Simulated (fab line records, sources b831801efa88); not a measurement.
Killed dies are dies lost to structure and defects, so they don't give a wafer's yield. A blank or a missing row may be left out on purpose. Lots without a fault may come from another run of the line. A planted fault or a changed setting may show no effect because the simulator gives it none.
Chamber matching | flow sky130 | SKY_CONTACT_CVD_00 on pecvd-04: 3 sister chambers
The step deposits Si3N4, target thk 75 nm. 3 wafers are shown with their chamber, then 7 later ones without.

WAFERS WITH THEIR CHAMBER
wafer  | chamber | heater_power_w (W)
L324.2 | 2       | 784
L326.3 | 0       | 695
L326.5 | 1       | 808

WAFERS WITHOUT THEIR CHAMBER
wafer  | heater_power_w (W)
L326.6 | 687
L331.2 | 750
L331.4 | 741
L331.5 | 816
L332.1 | 757
L332.3 | 839
L332.5 | 830

WHICH CHAMBER EACH WENT THROUGH
wafer  | from the rows above          | in truth
L326.6 | 0                            | 0
L331.2 | can't be placed: 2 or 0 or 1 | 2
L331.4 | can't be placed: 2 or 0 or 1 | 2
L331.5 | can't be placed: 1 or 2      | 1
L332.1 | can't be placed: 2 or 1 or 0 | 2
L332.3 | can't be placed: 1 or 2      | 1
L332.5 | can't be placed: 1 or 2      | 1
Placed correctly: 1 of 7. Can't be placed from these rows: 6 (the true chamber is among the candidates in 6). Placed wrongly: 0.
How it was worked out, from the rows above alone: a wafer's distance from a chamber is the root of the sum, over the readings, of the square of ((its reading less the chamber's mean) divided by the reading's scatter). The wafer belongs to the nearest chamber; if the next one is less than 2 further off, it can't be placed. A chamber's mean is the mean of its shown wafers. The scatter: with one shown wafer a chamber, the root of the mean of the squares of how far each hidden wafer lies from its nearest shown one.
